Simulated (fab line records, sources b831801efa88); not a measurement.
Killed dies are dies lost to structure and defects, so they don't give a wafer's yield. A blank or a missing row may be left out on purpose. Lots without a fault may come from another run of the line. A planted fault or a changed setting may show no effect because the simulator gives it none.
Which tool did it? | flow sky130 | 13 lots, 39 wafers sampled, at 4 steps of a route of 708

WHAT THE GAUGES READ, wafer by wafer
SKY_GATE_OXIDE_TW_MEAS_14. Usual: GATE_OXIDE_TW 222.8, standard deviation 0.86.
lot  | measured     | on            | GATE_OXIDE_TW     | flag
L639 | day 13 15:56 | film_metro-03 | 222.5 222.7 223.2 |
L640 | day 13 21:09 | film_metro-03 | 223.8 220.7 224.0 |
L643 | day 14 17:25 | film_metro-03 | 222.1 223.5 223.3 |
L645 | day 15 11:46 | film_metro-01 | 223.6 222.6 223.2 |
L646 | day 15 20:53 | film_metro-01 | 223.0 221.6 223.8 |
L651 | day 17 17:59 | film_metro-01 | 221.9 222.8 223.3 |
L653 | day 18 09:52 | film_metro-01 | 223.7 222.8 222.5 |
L655 | day 19 01:35 | film_metro-01 | 224.1 224.3 222.9 |
L656 | day 19 16:58 | film_metro-03 | 221.9 222.0 221.5 |
L657 | day 20 03:30 | film_metro-03 | 223.3 223.2 221.8 |
L659 | day 22 08:50 | film_metro-02 | 223.9 225.1 223.3 |
L658 | day 22 13:10 | film_metro-01 | 224.1 223.4 222.9 |
L661 | day 22 14:25 | film_metro-03 | 221.5 222.6 222.4 |

SKY_LDD_P_OVL_MEAS_08. Usual: LDD_P_OVL -0.2 nm, standard deviation 1.4.
lot  | measured     | on         | LDD_P_OVL (nm) | flag
L639 | day 18 17:01 | overlay-02 | -1.5 -0.7 -0.6 |
L640 | day 19 00:04 | overlay-02 | 1.7 2.6 0.3    |
L643 | day 20 02:11 | overlay-02 | 1.2 0.4 -1.1   |
L645 | day 20 21:41 | overlay-01 | 0.2 -0.5 -0.3  |
L646 | day 21 06:09 | overlay-01 | 1.1 1.7 2.6    |
L651 | day 23 04:07 | overlay-02 | 0.9 0.2 1.4    |
L653 | day 23 20:17 | overlay-01 | -1.3 -0.7 0.5  |
L655 | day 24 09:50 | overlay-01 | -0.4 1.8 0.4   |
L656 | day 25 02:13 | overlay-02 | -1.9 0.3 -0.5  |
L657 | day 25 18:25 | overlay-01 | -0.7 -0.2 -2.7 |
L659 | day 27 15:40 | overlay-02 | 0.5 2.2 -0.4   |
L658 | day 27 17:34 | overlay-01 | 0.5 1.1 0.2    |
L661 | day 27 22:51 | overlay-02 | 1.5 -1.2 0.5   |

WHICH TOOL RAN EACH LOT (tool, then ch and the chambers of the sampled wafers, then the start)
lot  | SKY_POLY_GATE_STRIP_18               | SKY_LDD_N_IMPLANT_08
L639 | plasma_asher-04 ch 0,1, day 16 03:32 | implanter-02 ch 0, day 17 09:22
L640 | plasma_asher-02 ch 0,1, day 16 08:26 | implanter-03 ch 0, day 17 16:16
L643 | plasma_asher-03 ch 0,1, day 17 08:08 | implanter-01 ch 0, day 18 17:07
L645 | plasma_asher-03 ch 0,1, day 18 05:07 | implanter-01 ch 0, day 19 14:02
L646 | plasma_asher-03 ch 0,1, day 18 13:33 | implanter-01 ch 0, day 19 22:52
L651 | plasma_asher-03 ch 0,1, day 20 12:50 | implanter-02 ch 0, day 21 21:00
L653 | plasma_asher-04 ch 0,1, day 21 06:07 | implanter-01 ch 0, day 22 13:31
L655 | plasma_asher-03 ch 0,1, day 21 19:43 | implanter-01 ch 0, day 23 02:37
L656 | plasma_asher-02 ch 0,1, day 22 11:46 | implanter-03 ch 0, day 23 19:05
L657 | plasma_asher-03 ch 0,1, day 23 03:42 | implanter-02 ch 0, day 24 11:17
L659 | plasma_asher-03 ch 0,1, day 25 02:08 | implanter-01 ch 0, day 26 09:40
L658 | plasma_asher-02 ch 0,1, day 25 05:21 | implanter-01 ch 0, day 26 12:05
L661 | plasma_asher-02 ch 0,1, day 25 09:13 | implanter-02 ch 0, day 26 16:24
- SKY_POLY_GATE_STRIP_18: strips in O2/N2.
- SKY_LDD_N_IMPLANT_08

WHAT THE TOOLS THEMSELVES READ (means of the sampled wafers that have a number; where no wafer has one, the mark that the record gives instead)
SKY_POLY_GATE_STRIP_18. Usual: drypump_motor_current_A 6.0 A, standard deviation 0.62; n2_flow_sccm 300.0 sccm, standard deviation 0.81; oes_product_au 0.361 a.u., standard deviation 0.0054; strip_time_to_endpoint_s 3.16 s, standard deviation 0.049.
lot  | tool            | drypump_motor_current_A (A) | n2_flow_sccm (sccm) | oes_product_au (a.u.) | strip_time_to_endpoint_s (s) | flag
L639 | plasma_asher-04 | 5.7                         | 300.2               | 0.361                 | 3.19                         |
L640 | plasma_asher-02 | 6.1                         | 300.3               | 0.360                 | 3.19                         |
L643 | plasma_asher-03 | 6.2                         | 300.0               | 0.363                 | 3.12                         |
L645 | plasma_asher-03 | 5.9                         | 299.1               | 0.356                 | 3.10                         |
L646 | plasma_asher-03 | 6.3                         | 299.5               | 0.363                 | 3.17                         |
L651 | plasma_asher-03 | 5.9                         | 301.2               | 0.367                 | 3.18                         |
L653 | plasma_asher-04 | 6.1                         | 299.7               | 0.364                 | 3.11                         |
L655 | plasma_asher-03 | 6.3                         | 299.8               | 0.360                 | 3.13                         |
L656 | plasma_asher-02 | 5.6                         | 299.6               | 0.365                 | 3.21                         |
L657 | plasma_asher-03 | 5.9                         | 299.1               | 0.362                 | 3.21                         |
L659 | plasma_asher-03 | 5.9                         | 300.5               | 0.359                 | 3.14                         |
L658 | plasma_asher-02 | 5.6                         | 299.6               | 0.361                 | 3.19                         |
L661 | plasma_asher-02 | 6.1                         | 299.7               | 0.361                 | 3.22                         |

SKY_LDD_N_IMPLANT_08. Usual: beam_on_s 9.97 s, standard deviation 0.21; end_station_pressure_torr 5.33e-06 Torr, standard deviation 2.7e-07; faraday_current_uA 424, standard deviation 8.5.
lot  | tool         | beam_on_s (s) | end_station_pressure_torr (Torr) | faraday_current_uA | flag
L639 | implanter-02 | 9.84          | 5.22e-06                         | 430                |
L640 | implanter-03 | 9.78          | 5.49e-06                         | 430                |
L643 | implanter-01 | 9.82          | 5.39e-06                         | 430                |
L645 | implanter-01 | 11.78         | 8.39e-05                         | 356                | OFF
L646 | implanter-01 | 11.54         | 8.40e-05                         | 364                | OFF
L651 | implanter-02 | 9.94          | 5.41e-06                         | 426                |
L653 | implanter-01 | 10.08         | 5.03e-06                         | 418                |
L655 | implanter-01 | 9.98          | 5.30e-06                         | 424                |
L656 | implanter-03 | 10.06         | 5.36e-06                         | 420                |
L657 | implanter-02 | 10.01         | 5.32e-06                         | 424                |
L659 | implanter-01 | 9.96          | 5.57e-06                         | 424                |
L658 | implanter-01 | 9.84          | 5.26e-06                         | 430                |
L661 | implanter-02 | 10.04         | 5.27e-06                         | 422                |

THE ANSWER, worked out from the rows above alone
Rule: a lot is off if the mean of its wafers that have a number lies more than 3 standard deviations from the usual mean. A lot without any number at a reading at which 4 lots or more have one is off too. The other lots that the step has rows for count as sound. The gauges are gone through in route order, then the tools' own readings, and for those a lot's mean is taken as printed above. The first step at which some lot is off is used, and at that step the reading that is off furthest; a lot without a number counts as furthest.
Off: L645, L646, at SKY_LDD_N_IMPLANT_08 (end_station_pressure_torr).
A tool fits if, at that step or a process step before it, it ran every lot that is off, and no sound lot after the first of them. None of those tried fits.

WHAT THE SIMULATOR HAD PUT IN
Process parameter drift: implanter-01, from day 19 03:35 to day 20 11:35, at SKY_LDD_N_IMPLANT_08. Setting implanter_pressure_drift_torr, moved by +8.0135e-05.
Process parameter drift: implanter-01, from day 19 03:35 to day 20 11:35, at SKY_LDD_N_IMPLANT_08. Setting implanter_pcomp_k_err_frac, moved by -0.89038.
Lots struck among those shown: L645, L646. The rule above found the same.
